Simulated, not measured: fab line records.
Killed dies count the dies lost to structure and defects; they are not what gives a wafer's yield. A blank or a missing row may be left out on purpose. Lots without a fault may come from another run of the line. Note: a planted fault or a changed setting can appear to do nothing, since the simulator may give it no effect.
What tool caused it? / flow gf180mcu / 12 lots, 35 wafers sampled, at 6 steps of a route of 602

WHAT THE GAUGES READ, wafer by wafer
GF_SALICIDE_THK_MEAS_05: measures by xrf. Usual: SALICIDE_TIN_THK 20.01 nm, standard deviation 0.24.
lot=L616; measured=day 14 21:43; on=filmMetro-02; SALICIDE_TIN_THK (nm)=20.06 19.86 20.10; flag=
lot=L617; measured=day 15 01:23; on=filmMetro-02; SALICIDE_TIN_THK (nm)=19.82 20.19 20.08; flag=
lot=L621; measured=day 16 16:33; on=filmMetro-03; SALICIDE_TIN_THK (nm)=20.13 20.18 20.24; flag=
lot=L622; measured=day 17 05:32; on=filmMetro-02; SALICIDE_TIN_THK (nm)=20.45 20.52 20.60; flag=
lot=L624; measured=day 17 19:11; on=filmMetro-03; SALICIDE_TIN_THK (nm)=19.96 20.07; flag=
lot=L632; measured=day 21 08:46; on=filmMetro-04; SALICIDE_TIN_THK (nm)=19.72 19.66 19.88; flag=
lot=L634; measured=day 21 19:49; on=filmMetro-04; SALICIDE_TIN_THK (nm)=20.06 19.93 19.81; flag=
lot=L635; measured=day 22 06:31; on=filmMetro-04; SALICIDE_TIN_THK (nm)=20.10 20.01 19.82; flag=
lot=L636; measured=day 22 14:09; on=filmMetro-03; SALICIDE_TIN_THK (nm)=20.36 20.21 20.20; flag=
lot=L637; measured=day 22 21:29; on=filmMetro-03; SALICIDE_TIN_THK (nm)=20.14 20.30 20.33; flag=
lot=L638; measured=day 23 00:50; on=filmMetro-02; SALICIDE_TIN_THK (nm)=19.87 19.83 19.92; flag=
lot=L639; measured=day 23 12:04; on=filmMetro-03; SALICIDE_TIN_THK (nm)=20.21 20.41 19.93; flag=

GF_CONTACT_THK_MEAS_01. Usual: CONTACT_CVD_00_THK 298.0 nm, standard deviation 3.
lot=L616; measured=day 14 22:07; on=filmMetro-04; CONTACT_CVD_00_THK (nm)=297.1 294.8 297.7; flag=
lot=L617; measured=day 15 01:47; on=filmMetro-04; CONTACT_CVD_00_THK (nm)=295.1 296.3 294.3; flag=
lot=L621; measured=day 16 16:57; on=filmMetro-03; CONTACT_CVD_00_THK (nm)=296.3 293.8 298.6; flag=
lot=L622; measured=day 17 05:56; on=filmMetro-03; CONTACT_CVD_00_THK (nm)=292.2 297.4 295.3; flag=
lot=L624; measured=day 17 19:35; on=filmMetro-01; CONTACT_CVD_00_THK (nm)=299.9 298.6; flag=
lot=L632; measured=day 21 09:10; on=filmMetro-01; CONTACT_CVD_00_THK (nm)=300.3 298.4 303.3; flag=
lot=L634; measured=day 21 20:15; on=filmMetro-04; CONTACT_CVD_00_THK (nm)=302.5 304.0 300.1; flag=
lot=L635; measured=day 22 06:56; on=filmMetro-04; CONTACT_CVD_00_THK (nm)=299.3 300.9 299.9; flag=
lot=L636; measured=day 22 14:33; on=filmMetro-01; CONTACT_CVD_00_THK (nm)=298.4 297.2 291.3; flag=
lot=L637; measured=day 22 21:53; on=filmMetro-01; CONTACT_CVD_00_THK (nm)=302.0 300.2 298.0; flag=
lot=L638; measured=day 23 01:14; on=filmMetro-04; CONTACT_CVD_00_THK (nm)=300.7 297.0 297.4; flag=
lot=L639; measured=day 23 12:28; on=filmMetro-01; CONTACT_CVD_00_THK (nm)=294.9 295.8 298.6; flag=

GF_CONTACT_RS_MEAS_25: a four-point-probe measurement. Usual: CONTACT_W_RS 0.384 ohm/sq, standard deviation 0.0045.
lot=L616; measured=day 15 21:07; on=filmMetro-01; CONTACT_W_RS (ohm/sq)=0.388 0.390 0.385; flag=
lot=L617; measured=day 16 00:35; on=filmMetro-03; CONTACT_W_RS (ohm/sq)=0.385 0.386 0.382; flag=
lot=L621; measured=day 17 16:47; on=filmMetro-04; CONTACT_W_RS (ohm/sq)=0.390 0.376 0.380; flag=
lot=L622; measured=day 18 06:37; on=filmMetro-03; CONTACT_W_RS (ohm/sq)=0.376 0.389 0.612; flag=OFF
lot=L624; measured=day 18 20:17; on=filmMetro-04; CONTACT_W_RS (ohm/sq)=0.642 0.383; flag=OFF
lot=L632; measured=day 22 10:35; on=filmMetro-01; CONTACT_W_RS (ohm/sq)=0.379 0.382 0.385; flag=
lot=L634; measured=day 22 21:44; on=filmMetro-03; CONTACT_W_RS (ohm/sq)=0.390 0.390 0.391; flag=
lot=L635; measured=day 23 07:52; on=filmMetro-01; CONTACT_W_RS (ohm/sq)=0.387 0.379 0.385; flag=
lot=L636; measured=day 23 15:14; on=filmMetro-03; CONTACT_W_RS (ohm/sq)=0.390 0.382 0.389; flag=
lot=L637; measured=day 23 22:20; on=filmMetro-03; CONTACT_W_RS (ohm/sq)=0.387 0.389 0.390; flag=
lot=L638; measured=day 24 01:34; on=filmMetro-01; CONTACT_W_RS (ohm/sq)=0.378 0.377 0.388; flag=
lot=L639; measured=day 24 12:10; on=filmMetro-04; CONTACT_W_RS (ohm/sq)=0.378 0.383 0.384; flag=

GF_CONTACT_THK_MEAS_26: measures by xrf. Usual: CONTACT_W_THK 305 nm, standard deviation 4.7.
lot=L616; measured=day 15 21:13; on=filmMetro-01; CONTACT_W_THK (nm)=303 299 305; flag=
lot=L617; measured=day 16 00:41; on=filmMetro-03; CONTACT_W_THK (nm)=308 305 309; flag=
lot=L621; measured=day 17 16:54; on=filmMetro-04; CONTACT_W_THK (nm)=294 304 299; flag=
lot=L622; measured=day 18 06:44; on=filmMetro-03; CONTACT_W_THK (nm)=316 306 194; flag=OFF
lot=L624; measured=day 18 20:23; on=filmMetro-04; CONTACT_W_THK (nm)=180 300; flag=OFF
lot=L632; measured=day 22 10:42; on=filmMetro-01; CONTACT_W_THK (nm)=307 305 302; flag=
lot=L634; measured=day 22 21:51; on=filmMetro-03; CONTACT_W_THK (nm)=302 302 302; flag=
lot=L635; measured=day 23 07:58; on=filmMetro-01; CONTACT_W_THK (nm)=302 309 305; flag=
lot=L636; measured=day 23 15:19; on=filmMetro-03; CONTACT_W_THK (nm)=306 309 304; flag=
lot=L637; measured=day 23 22:26; on=filmMetro-03; CONTACT_W_THK (nm)=306 305 303; flag=
lot=L638; measured=day 24 01:41; on=filmMetro-01; CONTACT_W_THK (nm)=311 312 302; flag=
lot=L639; measured=day 24 12:17; on=filmMetro-04; CONTACT_W_THK (nm)=303 301 299; flag=

TOOL THAT RAN EACH LOT (tool first, then ch and the chambers of the sampled wafers, then the start)
lot=L616; GF_CONTACT_CVD_02=pecvd-02 ch 0,1,2, day 14 22:11; GF_CONTACT_CVD_24=cvdW-01 ch 0,1, day 15 21:00
lot=L617; GF_CONTACT_CVD_02=pecvd-02 ch 1,2, day 15 01:50; GF_CONTACT_CVD_24=cvdW-01 ch 0,1, day 16 00:28
lot=L621; GF_CONTACT_CVD_02=pecvd-02 ch 1,2, day 16 17:01; GF_CONTACT_CVD_24=cvdW-02 ch 0,1, day 17 16:41
lot=L622; GF_CONTACT_CVD_02=pecvd-01 ch 0,1, day 17 06:00; GF_CONTACT_CVD_24=cvdW-02 ch 0,1, day 18 06:31
lot=L624; GF_CONTACT_CVD_02=pecvd-02 ch 1,2, day 17 19:38; GF_CONTACT_CVD_24=cvdW-02 ch 1, day 18 20:10
lot=L632; GF_CONTACT_CVD_02=pecvd-02 ch 0,1, day 21 09:13; GF_CONTACT_CVD_24=cvdW-02 ch 0,1, day 22 10:28
lot=L634; GF_CONTACT_CVD_02=pecvd-01 ch 0,1, day 21 20:19; GF_CONTACT_CVD_24=cvdW-01 ch 0,1, day 22 21:38
lot=L635; GF_CONTACT_CVD_02=pecvd-01 ch 0,1,2, day 22 06:59; GF_CONTACT_CVD_24=cvdW-01 ch 0,1, day 23 07:44
lot=L636; GF_CONTACT_CVD_02=pecvd-02 ch 0,1,2, day 22 14:37; GF_CONTACT_CVD_24=cvdW-02 ch 0,1, day 23 15:06
lot=L637; GF_CONTACT_CVD_02=pecvd-03 ch 1,2, day 22 21:55; GF_CONTACT_CVD_24=cvdW-01 ch 0,1, day 23 22:13
lot=L638; GF_CONTACT_CVD_02=pecvd-02 ch 0,2, day 23 01:18; GF_CONTACT_CVD_24=cvdW-02 ch 0,1, day 24 01:28
lot=L639; GF_CONTACT_CVD_02=pecvd-02 ch 1,2, day 23 12:31; GF_CONTACT_CVD_24=cvdW-01 ch 0, day 24 12:02
- GF_CONTACT_CVD_02: deposits SiO2 from TEOS, target thk 860 nm, time 95.992 s.
- GF_CONTACT_CVD_24: deposits W, target thk 300 nm, time 90.339 s.

WHAT THE TOOLS THEMSELVES READ (means of the sampled wafers that have a number; where no wafer has one, the mark that the record gives instead)
GF_CONTACT_CVD_02. Usual: heaterPowerW 655 W, standard deviation 76.
lot=L616; tool=pecvd-02; heaterPowerW (W)=654; flag=
lot=L617; tool=pecvd-02; heaterPowerW (W)=644; flag=
lot=L621; tool=pecvd-02; heaterPowerW (W)=647; flag=
lot=L622; tool=pecvd-01; heaterPowerW (W)=651; flag=
lot=L624; tool=pecvd-02; heaterPowerW (W)=683; flag=
lot=L632; tool=pecvd-02; heaterPowerW (W)=618; flag=
lot=L634; tool=pecvd-01; heaterPowerW (W)=703; flag=
lot=L635; tool=pecvd-01; heaterPowerW (W)=666; flag=
lot=L636; tool=pecvd-02; heaterPowerW (W)=635; flag=
lot=L637; tool=pecvd-03; heaterPowerW (W)=680; flag=
lot=L638; tool=pecvd-02; heaterPowerW (W)=587; flag=
lot=L639; tool=pecvd-02; heaterPowerW (W)=674; flag=

GF_CONTACT_CVD_24. Usual: heaterPowerW 857 W, standard deviation 70.
lot=L616; tool=cvdW-01; heaterPowerW (W)=925; flag=
lot=L617; tool=cvdW-01; heaterPowerW (W)=869; flag=
lot=L621; tool=cvdW-02; heaterPowerW (W)=832; flag=
lot=L622; tool=cvdW-02; heaterPowerW (W)=827; flag=
lot=L624; tool=cvdW-02; heaterPowerW (W)=910; flag=
lot=L632; tool=cvdW-02; heaterPowerW (W)=879; flag=
lot=L634; tool=cvdW-01; heaterPowerW (W)=881; flag=
lot=L635; tool=cvdW-01; heaterPowerW (W)=821; flag=
lot=L636; tool=cvdW-02; heaterPowerW (W)=869; flag=
lot=L637; tool=cvdW-01; heaterPowerW (W)=883; flag=
lot=L638; tool=cvdW-02; heaterPowerW (W)=860; flag=
lot=L639; tool=cvdW-01; heaterPowerW (W)=774; flag=

THE ANSWER, worked out from the rows above alone
Rule: a lot is off if the mean of its wafers that have a number lies more than 3 standard deviations from the usual mean. A lot without any number at a reading at which 4 lots or more have one is off too. The other lots that the step has rows for count as sound. Order of review: gauges by route order, followed by the tools' own readings, for which a lot's mean as printed above is used. At the first step where some lot is off, the reading lying furthest off is the one used; lots without a number count as furthest.
Off: L622, L624, at GF_CONTACT_RS_MEAS_25 (CONTACT_W_RS).
If a tool, at a process step before that reading, ran all the lots that are off and no sound lot after the first of them, it fits. Those tools and the gauges at GF_CONTACT_RS_MEAS_25 are tried in the same way. No candidate that was tried fits.

WHAT THE SIMULATOR HAD INSERTED
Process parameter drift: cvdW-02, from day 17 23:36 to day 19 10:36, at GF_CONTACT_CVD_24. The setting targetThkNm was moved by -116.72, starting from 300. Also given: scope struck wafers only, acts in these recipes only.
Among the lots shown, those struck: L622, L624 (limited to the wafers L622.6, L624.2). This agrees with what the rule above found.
